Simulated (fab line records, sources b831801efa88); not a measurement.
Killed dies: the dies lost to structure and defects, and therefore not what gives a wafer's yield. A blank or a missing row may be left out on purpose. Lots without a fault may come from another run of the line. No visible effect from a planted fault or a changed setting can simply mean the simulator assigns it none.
The tool behind it: which one? :: flow sky130 :: Sampling: 11 lots, 33 wafers, 6 of 708 route steps

== WHAT THE GAUGES READ, wafer by wafer ==
SKY_VIA1_THK_MEAS_23: measures by xrf. Usual: VIA1_W_THK typically reads 274 nm, with standard deviation 4.3.
lot: L615
measured: day 34 10:11
on: film metro-01
VIA1_W_THK (nm): 270 278 276
flag: 

lot: L617
measured: day 35 11:13
on: film metro-04
VIA1_W_THK (nm): 275 280 272
flag: 

lot: L622
measured: day 37 02:14
on: film metro-04
VIA1_W_THK (nm): 271 274 274
flag: 

lot: L625
measured: day 39 19:29
on: film metro-01
VIA1_W_THK (nm): 270 275 270
flag: 

lot: L627
measured: day 39 23:40
on: film metro-01
VIA1_W_THK (nm): 270 270 266
flag: 

lot: L629
measured: day 40 00:13
on: film metro-04
VIA1_W_THK (nm): 279 272 275
flag: 

lot: L630
measured: day 40 05:19
on: film metro-03
VIA1_W_THK (nm): 278 269 276
flag: 

lot: L631
measured: day 40 06:59
on: film metro-03
VIA1_W_THK (nm): 270 273 271
flag: 

lot: L632
measured: day 40 11:52
on: film metro-01
VIA1_W_THK (nm): 275 271 276
flag: 

lot: L634
measured: day 40 23:37
on: film metro-03
VIA1_W_THK (nm): 269 269 271
flag: 

lot: L635
measured: day 41 04:16
on: film metro-03
VIA1_W_THK (nm): 277 281 270
flag: 

SKY_VIA4_BOW_MEAS_03. Usual: VIA4_BOW typically reads 79 um, with standard deviation 10.
lot: L615
measured: day 42 05:36
on: film metro-03
VIA4_BOW (um): 96 89 88
flag: 

lot: L617
measured: day 43 04:01
on: film metro-04
VIA4_BOW (um): 80 78 78
flag: 

lot: L622
measured: day 44 12:50
on: film metro-02
VIA4_BOW (um): 86 87 75
flag: 

lot: L625
measured: day 46 20:09
on: film metro-03
VIA4_BOW (um): 123 127 118
flag: OFF

lot: L627
measured: day 46 21:17
on: film metro-03
VIA4_BOW (um): 138 137 148
flag: OFF

lot: L629
measured: day 46 23:25
on: film metro-03
VIA4_BOW (um): 76 83 86
flag: 

lot: L630
measured: day 47 02:44
on: film metro-03
VIA4_BOW (um): 96 93 88
flag: 

lot: L631
measured: day 47 03:22
on: film metro-03
VIA4_BOW (um): 59 79 79
flag: 

lot: L632
measured: day 47 08:16
on: film metro-03
VIA4_BOW (um): 68 70 73
flag: 

lot: L634
measured: day 47 17:43
on: film metro-02
VIA4_BOW (um): 90 92 74
flag: 

lot: L635
measured: day 47 23:58
on: film metro-03
VIA4_BOW (um): 85 81 72
flag: 

SKY_PAD_OPEN_BOW_MEAS_13. Usual: PAD_OPEN_BOW typically reads 45 um, with standard deviation 10.
lot: L615
measured: day 46 02:51
on: film metro-01
PAD_OPEN_BOW (um): 58 52 51
flag: 

lot: L617
measured: day 46 21:26
on: film metro-01
PAD_OPEN_BOW (um): 49 48 48
flag: 

lot: L622
measured: day 48 01:47
on: film metro-02
PAD_OPEN_BOW (um): 50 53 42
flag: 

lot: L629
measured: day 50 06:55
on: film metro-01
PAD_OPEN_BOW (um): 44 54 56
flag: 

lot: L630
measured: day 50 09:10
on: film metro-03
PAD_OPEN_BOW (um): 64 61 56
flag: 

lot: L631
measured: day 50 10:16
on: film metro-01
PAD_OPEN_BOW (um): 25 45 46
flag: 

lot: L632
measured: day 50 14:48
on: film metro-01
PAD_OPEN_BOW (um): 33 33 38
flag: 

lot: L634
measured: day 50 21:27
on: film metro-01
PAD_OPEN_BOW (um): 54 60 42
flag: 

lot: L635
measured: day 51 02:59
on: film metro-01
PAD_OPEN_BOW (um): 52 48 37
flag: 

== TOOL THAT RAN EACH LOT (tool first, then ch and the chambers of the sampled wafers, then the start) ==
lot: L615
SKY_CONTACT_ETCH_16: rie diel-04 ch 0,2,3, day 32 00:28
SKY_VIA4_CMP_02: cmp-02 ch 1,2,3, day 42 05:21
SKY_VIA4_ETCH_12: rie diel-01 ch 1,2,3, day 43 04:35

lot: L617
SKY_CONTACT_ETCH_16: rie diel-04 ch 0,1,2, day 32 23:55
SKY_VIA4_CMP_02: cmp-01 ch 0,1,2, day 43 03:51
SKY_VIA4_ETCH_12: rie diel-01 ch 0,1,2, day 44 02:34

lot: L622
SKY_CONTACT_ETCH_16: rie diel-04 ch 1,2,3, day 34 17:49
SKY_VIA4_CMP_02: cmp-02 ch 0,2,3, day 44 12:32
SKY_VIA4_ETCH_12: rie diel-04 ch 0,1,3, day 45 09:49

lot: L625
SKY_CONTACT_ETCH_16: rie diel-01 ch 1,2,3, day 37 11:13
SKY_VIA4_CMP_02: cmp-02 ch 1,2,3, day 46 19:54
SKY_VIA4_ETCH_12: rie diel-02 ch 0,1,2, day 47 15:44

lot: L627
SKY_CONTACT_ETCH_16: rie diel-04 ch 0,3, day 37 15:16
SKY_VIA4_CMP_02: cmp-02 ch 0,2, day 46 21:01
SKY_VIA4_ETCH_12: rie diel-02 ch 1,2, day 47 16:50

lot: L629
SKY_CONTACT_ETCH_16: rie diel-04 ch 0,1, day 37 16:52
SKY_VIA4_CMP_02: cmp-01 ch 0,2, day 46 23:07
SKY_VIA4_ETCH_12: rie diel-01 ch 0,2,3, day 47 18:59

lot: L630
SKY_CONTACT_ETCH_16: rie diel-03 ch 0,2,3, day 37 21:58
SKY_VIA4_CMP_02: cmp-01 ch 1,2,3, day 47 02:23
SKY_VIA4_ETCH_12: rie diel-04 ch 1,2,3, day 47 22:17

lot: L631
SKY_CONTACT_ETCH_16: rie diel-01 ch 0,3, day 37 23:47
SKY_VIA4_CMP_02: cmp-02 ch 0,3, day 47 03:04
SKY_VIA4_ETCH_12: rie diel-01 ch 1,2, day 47 22:35

lot: L632
SKY_CONTACT_ETCH_16: rie diel-01 ch 0,1,3, day 38 05:14
SKY_VIA4_CMP_02: cmp-02 ch 0,1,2, day 47 08:00
SKY_VIA4_ETCH_12: rie diel-04 ch 0,2,3, day 48 03:02

lot: L634
SKY_CONTACT_ETCH_16: rie diel-03 ch 0,1,3, day 38 17:20
SKY_VIA4_CMP_02: cmp-02 ch 0,1, day 47 17:25
SKY_VIA4_ETCH_12: rie diel-04 ch 0,1,3, day 48 12:04

lot: L635
SKY_CONTACT_ETCH_16: rie diel-04 ch 0,3, day 38 22:46
SKY_VIA4_CMP_02: cmp-02 ch 0,1,2, day 47 23:46
SKY_VIA4_ETCH_12: rie diel-04 ch 0,1, day 48 17:56
- SKY_CONTACT_ETCH_16: etches BARC in N2/H2, stops on SiO2, time 45.9 s, target depth 60 nm.
- SKY_VIA4_CMP_02: polishes SiO2.
- SKY_VIA4_ETCH_12: etches SiO2 in C4F8/O2/Ar, stops on TiN, target depth 580 nm.

== AS READ BY THE TOOLS THEMSELVES (means over the sampled wafers that have a number; for cases with no such wafer, the mark the record gives instead) ==
SKY_CONTACT_ETCH_16. Usual: chamber pressure mTorr 30.00 mTorr, standard deviation 0.037; drypump motor current A 5.6 A, standard deviation 0.52; oes product au 0.856 a.u., standard deviation 0.0047; throttle valve pct 13.225 %, standard deviation 0.0093.
lot: L615
tool: rie diel-04
chamber pressure mTorr (mTorr): 29.97
drypump motor current A (A): 5.5
oes product au (a.u.): 0.854
throttle valve pct (%): 13.222
flag: 

lot: L617
tool: rie diel-04
chamber pressure mTorr (mTorr): 30.00
drypump motor current A (A): 5.7
oes product au (a.u.): 0.862
throttle valve pct (%): 13.227
flag: 

lot: L622
tool: rie diel-04
chamber pressure mTorr (mTorr): 30.00
drypump motor current A (A): 5.4
oes product au (a.u.): 0.858
throttle valve pct (%): 13.215
flag: 

lot: L625
tool: rie diel-01
chamber pressure mTorr (mTorr): 30.01
drypump motor current A (A): 6.0
oes product au (a.u.): 0.859
throttle valve pct (%): 13.220
flag: 

lot: L627
tool: rie diel-04
chamber pressure mTorr (mTorr): 30.00
drypump motor current A (A): 5.6
oes product au (a.u.): 0.849
throttle valve pct (%): 13.233
flag: 

lot: L629
tool: rie diel-04
chamber pressure mTorr (mTorr): 30.00
drypump motor current A (A): 5.7
oes product au (a.u.): 0.857
throttle valve pct (%): 13.218
flag: 

lot: L630
tool: rie diel-03
chamber pressure mTorr (mTorr): 30.01
drypump motor current A (A): 5.4
oes product au (a.u.): 0.857
throttle valve pct (%): 13.226
flag: 

lot: L631
tool: rie diel-01
chamber pressure mTorr (mTorr): 29.99
drypump motor current A (A): 6.3
oes product au (a.u.): 0.857
throttle valve pct (%): 13.232
flag: 

lot: L632
tool: rie diel-01
chamber pressure mTorr (mTorr): 29.99
drypump motor current A (A): 6.3
oes product au (a.u.): 0.854
throttle valve pct (%): 13.217
flag: 

lot: L634
tool: rie diel-03
chamber pressure mTorr (mTorr): 30.01
drypump motor current A (A): 5.5
oes product au (a.u.): 0.857
throttle valve pct (%): 13.224
flag: 

lot: L635
tool: rie diel-04
chamber pressure mTorr (mTorr): 29.99
drypump motor current A (A): 5.3
oes product au (a.u.): 0.853
throttle valve pct (%): 13.234
flag: 

SKY_VIA4_CMP_02. Usual: edge zone pressure frac 0.999, standard deviation 0.0057; head pressure psi 3.999 psi, standard deviation 0.0082; motor current A 13.0 A, standard deviation 1.1.
lot: L615
tool: cmp-02
edge zone pressure frac: 1.001
head pressure psi (psi): 4.008
motor current A (A): 11.7
flag: 

lot: L617
tool: cmp-01
edge zone pressure frac: 0.998
head pressure psi (psi): 4.001
motor current A (A): 13.7
flag: 

lot: L622
tool: cmp-02
edge zone pressure frac: 0.998
head pressure psi (psi): 3.991
motor current A (A): 12.2
flag: 

lot: L625
tool: cmp-02
edge zone pressure frac: -
head pressure psi (psi): -
motor current A (A): -
flag: OFF

lot: L627
tool: cmp-02
edge zone pressure frac: -
head pressure psi (psi): -
motor current A (A): -
flag: OFF

lot: L629
tool: cmp-01
edge zone pressure frac: 1.005
head pressure psi (psi): 4.006
motor current A (A): 13.6
flag: 

lot: L630
tool: cmp-01
edge zone pressure frac: 1.001
head pressure psi (psi): 3.995
motor current A (A): 12.9
flag: 

lot: L631
tool: cmp-02
edge zone pressure frac: 1.003
head pressure psi (psi): 4.002
motor current A (A): 13.9
flag: 

lot: L632
tool: cmp-02
edge zone pressure frac: 0.998
head pressure psi (psi): 4.000
motor current A (A): 12.9
flag: 

lot: L634
tool: cmp-02
edge zone pressure frac: 1.005
head pressure psi (psi): 4.009
motor current A (A): 14.1
flag: 

lot: L635
tool: cmp-02
edge zone pressure frac: 1.001
head pressure psi (psi): 3.998
motor current A (A): 12.3
flag: 

SKY_VIA4_ETCH_12. Usual: chamber pressure mTorr 40.00 mTorr, standard deviation 0.035; oes product au 0.925 a.u., standard deviation 0.0047.
lot: L615
tool: rie diel-01
chamber pressure mTorr (mTorr): 39.98
oes product au (a.u.): 0.922
flag: 

lot: L617
tool: rie diel-01
chamber pressure mTorr (mTorr): 40.01
oes product au (a.u.): 0.928
flag: 

lot: L622
tool: rie diel-04
chamber pressure mTorr (mTorr): 40.02
oes product au (a.u.): 0.927
flag: 

lot: L625
tool: rie diel-02
chamber pressure mTorr (mTorr): 40.00
oes product au (a.u.): 1.618
flag: OFF

lot: L627
tool: rie diel-02
chamber pressure mTorr (mTorr): 40.02
oes product au (a.u.): 1.619
flag: OFF

lot: L629
tool: rie diel-01
chamber pressure mTorr (mTorr): 40.02
oes product au (a.u.): 0.924
flag: 

lot: L630
tool: rie diel-04
chamber pressure mTorr (mTorr): 40.00
oes product au (a.u.): 0.928
flag: 

lot: L631
tool: rie diel-01
chamber pressure mTorr (mTorr): 40.00
oes product au (a.u.): 0.925
flag: 

lot: L632
tool: rie diel-04
chamber pressure mTorr (mTorr): 40.00
oes product au (a.u.): 0.925
flag: 

lot: L634
tool: rie diel-04
chamber pressure mTorr (mTorr): 40.00
oes product au (a.u.): 0.925
flag: 

lot: L635
tool: rie diel-04
chamber pressure mTorr (mTorr): 39.98
oes product au (a.u.): 0.929
flag: 

== THE ANSWER, worked out from the rows above alone ==
Rule: a lot is off if the mean of its wafers that have a number lies more than 3 standard deviations from the usual mean. Also off: a lot with no number at a reading for which 4 or more lots have one. The other lots that the step has rows for count as sound. Order of review: gauges by route order, followed by the tools' own readings, for which a lot's mean as printed above is used. The first step at which some lot is off is used, and at that step the reading that is off furthest; a lot without a number counts as furthest.
Off: L625, L627, seen at SKY_VIA4_BOW_MEAS_03 (VIA4_BOW).
If a tool, at a process step before that reading, ran all the lots that are off and no sound lot after the first of them, it fits. The gauges at SKY_VIA4_BOW_MEAS_03 aren't tried: what is off there is off at SKY_VIA4_CMP_02 too, on other tools, and a gauge's error can't cause that. None of those tried fits.

== WHAT THE SIMULATOR HAD INSERTED ==
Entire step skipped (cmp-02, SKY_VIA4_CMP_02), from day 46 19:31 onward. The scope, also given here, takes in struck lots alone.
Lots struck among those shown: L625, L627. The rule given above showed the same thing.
